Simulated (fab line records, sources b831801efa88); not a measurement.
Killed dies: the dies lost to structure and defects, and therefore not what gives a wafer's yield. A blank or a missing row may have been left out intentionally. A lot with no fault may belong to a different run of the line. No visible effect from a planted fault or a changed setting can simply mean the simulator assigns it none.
Which of the tools did it?	flow sky130	12 lots with 36 wafers sampled at 5 steps, on a route of 708 steps

WHAT THE GAUGES SHOWED, per wafer
SKY_CONTACT_OVL_MEAS_15. Usual: CONTACT_OVL gives 1 nm (standard deviation 4.8).
lot	measured	on	CONTACT_OVL (nm)	flag
L360	day 32 19:58	overlay-01	0 -1 3	
L361	day 32 20:37	overlay-01	0 3 -1	
L363	day 33 19:26	overlay-01	-1 3 -2	
L362	day 33 21:10	overlay-02	-5 5 0	
L364	day 34 12:01	overlay-01	-2 1 -6	
L374	day 36 18:43	overlay-01	-4 5 2	
L376	day 37 01:55	overlay-01	2 -7 6	
L377	day 37 12:38	overlay-02	13 -1 1	
L378	day 37 14:10	overlay-01	5 -4 1	
L381	day 38 12:04	overlay-01	-3 -3 -1	
L382	day 38 16:40	overlay-02	-8 -4 -1	
L383	day 38 20:34	overlay-01	10 4 -4	

SKY_VIA1_THK_MEAS_01. Usual: VIA1_HDPCVD_THK gives 1026 nm (standard deviation 11).
lot	measured	on	VIA1_HDPCVD_THK (nm)	flag
L360	day 34 00:25	film_metro-02	1033 1030 1039	
L361	day 34 00:59	film_metro-03	1038 1057 1038	
L363	day 35 01:05	film_metro-03	1006 1013 1004	
L362	day 35 02:44	film_metro-02	1032 1030 1027	
L364	day 35 18:05	film_metro-02	891 1005 1034	OFF
L374	day 37 22:31	film_metro-02	1019 1027 1024	
L376	day 38 06:23	film_metro-03	1020 1012 1011	
L377	day 38 17:34	film_metro-03	1038 1012 1028	
L378	day 38 18:28	film_metro-01	1027 1027 1033	
L381	day 39 14:54	film_metro-03	1009 1020 1022	
L382	day 39 19:57	film_metro-02	1032 1042 1040	
L383	day 39 23:27	film_metro-02	1000 1021 1013	

WHICH TOOL RAN EACH LOT (tool, then ch and the chambers of the sampled wafers, then the start)
lot	SKY_METAL1_SPUTTER_01	SKY_METAL1_SPUTTER_02	SKY_VIA1_HDPCVD_00
L360	pvd_sputter-04, day 32 21:25	pvd_sputter-04, day 32 21:26	hdpcvd-01 ch 0,1,2, day 34 00:19
L361	pvd_sputter-02, day 32 22:04	pvd_sputter-02, day 32 22:05	hdpcvd-02 ch 0,1, day 34 00:53
L363	pvd_sputter-02, day 33 20:53	pvd_sputter-02, day 33 20:55	hdpcvd-01 ch 1,2, day 35 00:58
L362	pvd_sputter-02, day 33 22:37	pvd_sputter-02, day 33 22:38	hdpcvd-02 ch 0,1,2, day 35 02:37
L364	pvd_sputter-02, day 34 13:28	pvd_sputter-02, day 34 13:29	hdpcvd-02 ch 0,2, day 35 17:58
L374	pvd_sputter-04, day 36 20:09	pvd_sputter-04, day 36 20:11	hdpcvd-01 ch 0,2, day 37 22:23
L376	pvd_sputter-02, day 37 03:22	pvd_sputter-02, day 37 03:23	hdpcvd-01 ch 0,1, day 38 06:16
L377	pvd_sputter-03, day 37 14:04	pvd_sputter-03, day 37 14:05	hdpcvd-01 ch 0,1, day 38 17:26
L378	pvd_sputter-02, day 37 15:37	pvd_sputter-02, day 37 15:38	hdpcvd-01 ch 0,1,2, day 38 18:21
L381	pvd_sputter-04, day 38 13:33	pvd_sputter-04, day 38 13:34	hdpcvd-01 ch 1,2, day 39 14:47
L382	pvd_sputter-03, day 38 18:08	pvd_sputter-03, day 38 18:10	hdpcvd-02 ch 0,1,2, day 39 19:50
L383	pvd_sputter-04, day 38 22:01	pvd_sputter-04, day 38 22:02	hdpcvd-01 ch 1,2, day 39 23:20
- SKY_METAL1_SPUTTER_01: material TiN, target thk 20 nm, time 16.7 s.
- SKY_METAL1_SPUTTER_02: material AlCu, target thk 250 nm, time 13.3 s.
- SKY_VIA1_HDPCVD_00: deposits SiO2, target thk 1030 nm, time 171.7 s.

AS READ BY THE TOOLS THEMSELVES (means over the sampled wafers that have a number; for cases with no such wafer, the mark the record gives instead)
SKY_METAL1_SPUTTER_01. Usual: throttle_valve_pct reads 30.5 % (standard deviation 0.72).
lot	tool	throttle_valve_pct (%)	flag
L360	pvd_sputter-04	30.3	
L361	pvd_sputter-02	31.2	
L363	pvd_sputter-02	30.9	
L362	pvd_sputter-02	30.9	
L364	pvd_sputter-02	30.8	
L374	pvd_sputter-04	30.1	
L376	pvd_sputter-02	30.3	
L377	pvd_sputter-03	29.8	
L378	pvd_sputter-02	30.8	
L381	pvd_sputter-04	30.4	
L382	pvd_sputter-03	30.6	
L383	pvd_sputter-04	30.2	

SKY_METAL1_SPUTTER_02. Usual: throttle_valve_pct reads 30.5 % (standard deviation 0.69).
lot	tool	throttle_valve_pct (%)	flag
L360	pvd_sputter-04	30.4	
L361	pvd_sputter-02	31.4	
L363	pvd_sputter-02	30.6	
L362	pvd_sputter-02	30.9	
L364	pvd_sputter-02	30.8	
L374	pvd_sputter-04	30.2	
L376	pvd_sputter-02	30.4	
L377	pvd_sputter-03	29.8	
L378	pvd_sputter-02	30.7	
L381	pvd_sputter-04	30.4	
L382	pvd_sputter-03	30.6	
L383	pvd_sputter-04	30.3	

SKY_VIA1_HDPCVD_00. Usual: run_length_s 199.5 s, standard deviation 0.69; sih4_flow_sccm 59.99 sccm, standard deviation 0.19.
lot	tool	run_length_s (s)	sih4_flow_sccm (sccm)	flag
L360	hdpcvd-01	199.1	60.15	
L361	hdpcvd-02	199.6	59.93	
L363	hdpcvd-01	199.4	59.94	
L362	hdpcvd-02	199.7	59.78	
L364	hdpcvd-02	193.1	60.01	OFF
L374	hdpcvd-01	199.2	60.11	
L376	hdpcvd-01	199.4	59.99	
L377	hdpcvd-01	199.0	60.06	
L378	hdpcvd-01	199.0	60.15	
L381	hdpcvd-01	199.4	60.04	
L382	hdpcvd-02	200.0	59.93	
L383	hdpcvd-01	199.9	59.98	

THE ANSWER, worked out from the rows above alone
Rule: lot off if the mean of its wafers having a number is beyond 3 standard deviations from the usual mean. Also off: a lot with no number at a reading for which 4 or more lots have one. Where the step has rows for the other lots, those lots are counted as sound. Order of review: gauges by route order, followed by the tools' own readings, for which a lot's mean as printed above is used. The first step at which some lot is off is used, and at that step the reading that is off furthest; a lot without a number counts as furthest.
Off: L364, seen at SKY_VIA1_THK_MEAS_01 (VIA1_HDPCVD_THK).
If a tool, at a process step before that reading, ran all the lots that are off and no sound lot after the first of them, it fits. Not tried: the gauges at SKY_VIA1_THK_MEAS_01; whatever is off there is also off at SKY_VIA1_HDPCVD_00, on other tools, and gauge error can't account for it. None of those tried fits.

WHAT WAS PUT IN BY THE SIMULATOR
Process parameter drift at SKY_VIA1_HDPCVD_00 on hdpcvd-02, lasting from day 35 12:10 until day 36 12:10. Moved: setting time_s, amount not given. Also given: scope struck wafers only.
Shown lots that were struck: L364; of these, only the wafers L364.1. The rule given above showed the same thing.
